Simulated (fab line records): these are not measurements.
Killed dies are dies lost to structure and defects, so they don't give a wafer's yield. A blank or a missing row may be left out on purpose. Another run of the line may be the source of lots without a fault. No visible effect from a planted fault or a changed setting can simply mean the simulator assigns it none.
A struck lot beside a sound one ; flow sky130 ; 43 out of 708 route steps
Sound: these wafers, L265.1, L265.2, L265.3. Wafers struck: L274.1, L274.5, L274.6. The cause is given at the end.
Each step with rows lists, per side, the tool, then ch with its chambers, then its first start. Under that, the readings that differ: sound wafers ; struck wafers ; difference of the means ; sigmas: that difference in standard deviations of wafers without a fault.
alike: a reading whose means differ by less than 2 such deviations, as well as words and numbers matching on both sides. not compared: withheld readings; readings where some wafer has no value; bounds like >300 that might hide an equal value; numbers whose values overlap and for which the record gives no deviation.
A row with sigmas, a row that says differs or no value, or rows on one side alone: a step with any of these is where the two part. Numbers that don't overlap but have no deviation are shown without sigmas and don't part them. A reading missing from all wafers of one side parts the sides only when that side holds two or more wafers.

first, 8 steps without rows for these wafers: SKY_FIELD_ISO_DEHYDRATE_05 (time 60 s); SKY_FIELD_ISO_HMDS_06 (prime time 60 s); SKY_FIELD_ISO_COAT_07 (resist thk 60 nm); SKY_FIELD_ISO_COAT_08 (resist thk 450 nm); SKY_FIELD_ISO_SOFTBAKE_09 (time 90 s); SKY_FIELD_ISO_EXPOSE_10 (exposes mask FOM, target cd 150 nm); SKY_FIELD_ISO_PEB_11; SKY_FIELD_ISO_DEVELOP_12 (develop time 60 s).
SKY_FIELD_ISO_CD_MEAS_13 targets a cd of 150 nm.
  struck on cd sem-01, day 4 23:58; sound on cd sem-01, day 3 00:40
  alike: cd nm
SKY_FIELD_ISO_ETCH_14: etches BARC in N2/H2, stops on SiO2, time 45.9 s, target depth 60 nm.
  sound on rie diel-02 ch 0,1,3, day 3 00:47; struck on rie diel-02 ch 0,1,2, day 5 00:05
  alike: drypump motor current A, oes product au, throttle valve pct
  not compared: rf hours counter h
SKY_FIELD_ISO_ETCH_15: etches the open film in CHF3/O2, stops on Si, target depth 180 nm, time 72 s.
  sound on rie diel-02 ch 0,1,3, day 3 00:49; struck on rie diel-02 ch 0,1,2, day 5 00:07
  alike: drypump motor current A, oes product au, throttle valve pct
  not compared: rf hours counter h
SKY_FIELD_ISO_STRIP_16: strips in O2/N2.
  sound on plasma asher-01 ch 0,1, day 3 00:53; struck on plasma asher-02 ch 0,1, day 5 00:11
  alike: drypump motor current A, oes product au, strip time to endpoint s
  not compared: rf hours counter h
SKY_FIELD_ISO_ETCH_17: etches Si in HBr/Cl2/O2, target depth 342 nm, time 97.7 s.
  sound on rie si-02 ch 0,1,3, day 3 00:59; struck on rie si-01 ch 2,3, day 5 00:17
  alike: drypump motor current A, oes product au, throttle valve pct
  not compared: rf hours counter h
then, 5 steps without rows for these wafers: SKY_FIELD_ISO_WET_ETCH_18 (etches Si3N4 in H3PO4, target depth 25 nm, time 286 s); SKY_FIELD_ISO_CLEAN_19 (cleans in SC1/SC2, time 150 s); SKY_FIELD_ISO_CLEAN_20 (cleans in dHF, time 20 s); SKY_FIELD_ISO_WET_ETCH_21 (etches SiO2 in dHF, target depth 20 nm, time 400 s); SKY_FIELD_ISO_OXIDATION_22 (stabilise 600 s, purge 300 s, target thk 10 nm).
SKY_FIELD_ISO_THK_MEAS_23:
  struck on film metro-03, day 5 02:22; sound on film metro-01, day 3 02:31
  alike: FIELD_ISO_OXIDATION_01_THK
then, 1 step without rows for these wafers: SKY_FIELD_ISO_CVD_24 (deposits SiO2, target thk 595 nm, time 99.2 s).
SKY_FIELD_ISO_THK_MEAS_25:
  struck on film metro-01, day 5 02:30; sound on film metro-04, day 3 02:38
reading;sound;struck;difference;sigmas
FIELD_ISO_CVD_24_THK (nm);613 604 606;589 599 595;-13;-2
then, 1 step without rows for these wafers: SKY_FIELD_ISO_ANNEAL_26 (time 1800 s).
SKY_FIELD_ISO_CMP_27: polishes, stops on Si3N4, t overpolish 16 s, target thk 457.8 nm.
  sound on cmp-01 ch 0,2,3, day 3 05:31; struck on cmp-02 ch 2,3, day 5 05:27
  alike: motor current A, overpolish run s, time to endpoint s
then, 5 steps without rows for these wafers: SKY_FIELD_ISO_WET_ETCH_28 (etches SiO2 in dHF, target depth 23.7 nm, time 47 s); SKY_FIELD_ISO_WET_ETCH_29 (etches Si3N4 in H3PO4, target depth 160 nm, time 1825 s); SKY_FIELD_ISO_WET_ETCH_30 (etches SiO2 in dHF, target depth 25 nm, time 50 s); SKY_NWELL_CLEAN_00 (cleans in SC1/SC2, time 150 s); SKY_NWELL_OXIDATION_01 (stabilise 600 s, purge 300 s, target thk 10 nm).
SKY_NWELL_THK_MEAS_02:
  struck on film metro-04, day 5 07:42; sound on film metro-02, day 3 07:50
reading;sound;struck;difference;sigmas
NWELL_OXIDATION_THK (nm);10.28 10.15 10.42;9.83 9.85 9.78;-0.46;-2
then, 8 steps without rows for these wafers: SKY_DNWELL_DEHYDRATE_00 (time 60 s); SKY_DNWELL_HMDS_01 (prime time 60 s); SKY_DNWELL_COAT_02 (resist thk 3000 nm); SKY_DNWELL_SOFTBAKE_03; SKY_DNWELL_EXPOSE_04 (exposes mask DNM, target cd 3000 nm); SKY_DNWELL_PEB_05; SKY_DNWELL_DEVELOP_06 (develop time 60 s); SKY_DNWELL_IMPLANT_07.
SKY_DNWELL_STRIP_08: strips in O2/N2.
  sound on plasma asher-01 ch 0,1, day 3 23:47; struck on plasma asher-02 ch 0,1, day 6 01:56
  alike: drypump motor current A, oes product au, strip time to endpoint s
  not compared: rf hours counter h
SKY_DNWELL_TW_MEAS_09:
  struck on film metro-02, day 6 02:02; sound on film metro-02, day 3 23:53
  alike: DNWELL_TW
then, 3 steps without rows for these wafers: SKY_PWDE_DEHYDRATE_00 (time 60 s); SKY_PWDE_HMDS_01 (prime time 60 s); SKY_PWDE_COAT_02 (resist thk 3000 nm).
-- the record jumps here: 43 days lie between the struck wafers' starts before and after (it left off in module PWDE and takes up again in module PAD_OPEN, whose first step shown is number 708 of the route) --
SKY_PAD_OPEN_PROBE_99:
  struck on prober-02, day 49 04:17; sound on prober-01, day 46 23:51
reading;sound;struck;difference;sigmas
hold;- - -;await dispo/1.9h/release await dispo/1.9h/release await dispo/1.9h/release;no value on the sound wafers;
killed at front end;16 11 8;51 49 67;+44;+10
killed dies;85 86 87;118 134 137;+44;+5
  alike: killed_at_M0_to_M3, killed_at_M4_up, killed at contacts, killed at other, killed open, killed short

## WHERE THEY PART
Earliest at SKY_FIELD_ISO_THK_MEAS_25; latest, in this record, at SKY_PAD_OPEN_PROBE_99.

WHY: the cause the simulator had injected
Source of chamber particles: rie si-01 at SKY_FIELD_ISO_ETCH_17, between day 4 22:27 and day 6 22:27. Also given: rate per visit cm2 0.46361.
